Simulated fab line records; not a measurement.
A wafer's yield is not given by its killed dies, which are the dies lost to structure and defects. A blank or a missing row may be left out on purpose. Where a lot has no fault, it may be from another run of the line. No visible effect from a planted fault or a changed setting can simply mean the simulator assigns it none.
Commonality check across tools + flow gf180mcu + 13 lots and 39 wafers in the sample

== REASON FOR OPENING ==
2 of 13 lots carry a flag on the reading HV_LDD_RS at GF_HV_LDD_RS_MEAS_53. No-fault wafers: 418.6 ohm/sq, standard deviation 0.88.
Rule: a lot is flagged when every wafer of it that has a number lies more than 4 standard deviations from that mean, or none has a number. As for the other lots, they are considered sound.

| lot  | measured     | on            | HV_LDD_RS (ohm/sq), wafer by wafer | flag    |
|------|--------------|---------------|------------------------------------|---------|
| L561 | day 12 13:26 | film_metro-01 | 418.9 417.8 419.3                  |         |
| L564 | day 13 12:20 | film_metro-04 | 419.0 418.4 418.1                  |         |
| L566 | day 14 10:41 | film_metro-01 | 418.8 418.5 418.3                  |         |
| L567 | day 15 01:53 | film_metro-01 | 417.0 417.3 418.6                  |         |
| L569 | day 16 00:38 | film_metro-01 | 419.2 418.9 419.5                  |         |
| L570 | day 16 12:49 | film_metro-03 | 418.9 418.9 419.7                  |         |
| L572 | day 16 20:17 | film_metro-03 | 418.5 419.2 417.8                  |         |
| L571 | day 16 22:05 | film_metro-04 | 417.5 418.1 417.6                  |         |
| L574 | day 17 00:14 | film_metro-01 | 418.8 418.7 418.8                  |         |
| L573 | day 17 02:38 | film_metro-04 | 417.4 418.3 417.9                  |         |
| L575 | day 17 19:24 | film_metro-01 | 398.0 397.0 398.2                  | FLAGGED |
| L578 | day 18 10:44 | film_metro-03 | 398.8 398.7 399.5                  | FLAGGED |
| L583 | day 20 01:27 | film_metro-01 | 419.8 419.6 418.4                  |         |
On average the flagged lots' numbers are 398.4 ohm/sq, which is -20.2 ohm/sq against the usual, or -23 standard deviations.

== TOOL THAT RAN EACH LOT ==
The record holds 1 process step before the reading, out of a route of 602 steps. In each cell: the tool, then ch and the chambers that the sampled wafers went through, then the start.
| lot  | flag    | GF_HV_LDD_IMPLANT_09            |
|------|---------|---------------------------------|
| L561 |         | implanter-03 ch 0, day 10 03:38 |
| L564 |         | implanter-03 ch 0, day 11 01:50 |
| L566 |         | implanter-03 ch 0, day 11 21:29 |
| L567 |         | implanter-02 ch 0, day 12 11:47 |
| L569 |         | implanter-02 ch 0, day 13 07:09 |
| L570 |         | implanter-01 ch 0, day 13 18:51 |
| L572 |         | implanter-03 ch 0, day 14 02:15 |
| L571 |         | implanter-02 ch 0, day 14 02:33 |
| L574 |         | implanter-03 ch 0, day 14 06:17 |
| L573 |         | implanter-02 ch 0, day 14 08:00 |
| L575 | FLAGGED | implanter-02 ch 0, day 15 00:20 |
| L578 | FLAGGED | implanter-02 ch 0, day 15 14:20 |
| L583 |         | implanter-01 ch 0, day 17 02:32 |
What is done by these steps:
- GF_HV_LDD_IMPLANT_09
- GF_HV_LDD_RS_MEAS_53: measures by four-point-probe.

== FLAGGED OVER TOTAL, TOOL BY TOOL (the gauges that took the reading come last) ==
| step                 | tool          | lots run | flagged | share of the flagged lots | sound lots run after its first flagged lot |
|----------------------|---------------|----------|---------|---------------------------|--------------------------------------------|
| GF_HV_LDD_IMPLANT_09 | implanter-01  | 2        | 0       | none                      | -                                          |
| GF_HV_LDD_IMPLANT_09 | implanter-02  | 6        | 2       | all                       | 0                                          |
| GF_HV_LDD_IMPLANT_09 | implanter-03  | 5        | 0       | none                      | -                                          |
| GF_HV_LDD_RS_MEAS_53 | film_metro-01 | 7        | 1       | some                      | 1 (L583)                                   |
| GF_HV_LDD_RS_MEAS_53 | film_metro-03 | 3        | 1       | some                      | 0                                          |
| GF_HV_LDD_RS_MEAS_53 | film_metro-04 | 3        | 0       | none                      | -                                          |

== WHAT THE TABLE ALLOWS ==
In the table, 1 row covers all flagged lots: implanter-02 at GF_HV_LDD_IMPLANT_09.
- implanter-02 at GF_HV_LDD_IMPLANT_09: 2 of its 6 lots flagged. A fault beginning between L573 (day 14 08:00), its last sound lot, and L575 (day 15 00:20), its first flagged one, fits the data. Its own readings lie more than 4 standard deviations out on every wafer of the flagged lots: dose_ions_cm2, faraday_current_uA.
One tool is left: implanter-02 at GF_HV_LDD_IMPLANT_09.

== WHAT THE SIMULATOR PUT IN ==
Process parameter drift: implanter-02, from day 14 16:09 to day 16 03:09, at GF_HV_LDD_IMPLANT_09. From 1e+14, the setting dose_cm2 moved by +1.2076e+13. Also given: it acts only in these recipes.
Struck lots among those shown: L575, L578. This agrees with what the rule above found.
